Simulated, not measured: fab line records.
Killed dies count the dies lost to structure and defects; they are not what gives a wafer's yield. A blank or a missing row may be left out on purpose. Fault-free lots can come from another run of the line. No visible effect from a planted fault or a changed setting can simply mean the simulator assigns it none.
Matching of chambers    flow gf180mcu    rie_diel-01 running GF_M5_ETCH_09: 4 sister chambers
The step etches Si3N4 in CF4/O2, target depth 52 nm, time 11.95 s. 8 wafers are shown with their chamber, then 9 later ones without.

WAFERS WITH THEIR CHAMBER
wafer   chamber  throttle_valve_pct (%)  oes_product_au (a.u.)
L077.1  2        5.984                   0.998
L078.3  2        5.980                   1.009
L080.6  1        5.965                   0.994
L085.1  1        5.965                   0.994
L085.3  0        5.982                   1.004
L091.3  3        5.975                   1.001
L091.5  0        5.980                   1.004
L091.6  3        5.981                   1.000

WAFERS WITH NO CHAMBER GIVEN
wafer   throttle_valve_pct (%)  oes_product_au (a.u.)
L092.3  5.980                   0.990
L092.4  5.967                   0.993
L092.6  5.980                   0.987
L096.2  5.969                   0.999
L096.4  5.975                   0.997
L096.5  5.957                   0.992
L097.1  5.979                   1.005
L097.2  5.974                   1.000
L097.3  5.974                   0.985

THE CHAMBER EACH PASSED THROUGH
wafer    from the rows above                 in truth
L092.3   can't be placed: 3 or 2 or 0        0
L092.4   1                                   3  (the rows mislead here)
L092.6   can't be placed: 3 or 2 or 0        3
L096.2   can't be placed: 1 or 3             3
L096.4   can't be placed: 3 or 0 or 2        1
L096.5   1                                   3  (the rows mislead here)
L097.1   can't be placed: 0 or 2 or 3        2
L097.2   can't be placed: 3 or 0 or 2        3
L097.3   can't be placed: 1 or 3 or 0 or 2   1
Correctly placed: 0 of 9. From these rows, 7 cannot be placed; in 6 the true chamber is one of the candidates. Placed wrongly: 2.
How it was worked out, from the rows above alone: a wafer's distance from a chamber is the root of the sum, over the readings, of the square of ((its reading less the chamber's mean) divided by the reading's scatter). The wafer belongs to the nearest chamber; if the next one is less than 2 further off, it can't be placed. For every chamber, the mean is computed from those of its wafers that are shown. The scatter is the square root of a quotient: the sum, over the shown wafers, of each reading's squared deviation from its chamber's mean, divided by wafers minus chambers.
